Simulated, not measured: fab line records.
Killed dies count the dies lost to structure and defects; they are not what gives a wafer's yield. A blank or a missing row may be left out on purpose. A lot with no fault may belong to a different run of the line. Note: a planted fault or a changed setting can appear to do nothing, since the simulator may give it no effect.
Chamber matching ; flow gf180mcu ; cmp-02 running GF_CONTACT_CMP_04: 4 sister chambers
The step polishes SiO2. 14 wafers are shown with their chamber, then 7 later ones without.

WAFERS PAIRED WITH THEIR CHAMBERS
wafer;chamber;motor-current-A (A);time-to-endpoint-s (s)
L920.2;2;11.7;108
L920.3;1;10.5;104
L920.5;3;11.2;120
L919.3;0;10.5;109
L919.4;2;11.9;116
L919.6;1;10.8;117
L921.2;2;11.9;101
L921.4;3;10.7;112
L921.5;1;10.8;111
L923.2;2;11.2;105
L923.3;0;10.6;105
L923.4;1;10.1;111
L924.2;2;11.2;104
L924.3;3;11.0;104

SIGNATURES, as means of the wafers listed above
reading;chamber 0;chamber 1;chamber 2;chamber 3;scatter within a chamber
motor-current-A;10.550;10.550;11.580;10.967;0.311
time-to-endpoint-s;107.00;110.75;106.80;112.00;5.93
Rule: distance of a wafer from a chamber = root of the sum over the readings of ((wafer's reading minus chamber's mean) / reading's scatter) squared. The wafer belongs to the nearest chamber; if the next one is less than 2 further off, it can't be placed. The scatter: take each reading less its chamber's mean, square it, sum over the shown wafers, divide by the number of wafers less the number of chambers, and take the root.

WAFERS WITHOUT THEIR CHAMBER
wafer;motor-current-A (A);time-to-endpoint-s (s)
L924.4;10.3;114
L925.1;10.6;104
L925.4;10.5;115
L925.5;11.0;109
L926.1;10.3;99
L926.4;11.1;106
L926.6;10.1;110

THE CHAMBER EACH PASSED THROUGH
wafer;from the rows above;in truth
L924.4;can't be placed: 1 or 0 or 3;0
L925.1;can't be placed: 0 or 1 or 3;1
L925.4;can't be placed: 1 or 0 or 3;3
L925.5;can't be placed: 3 or 1 or 0 or 2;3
L926.1;can't be placed: 0 or 1 or 3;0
L926.4;can't be placed: 3 or 2 or 0 or 1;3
L926.6;can't be placed: 1 or 0 or 3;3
Correct placement for 0 of the 7. Not placeable from these rows: 7 (in 7, the candidates include the true chamber). Placed wrongly: 0.
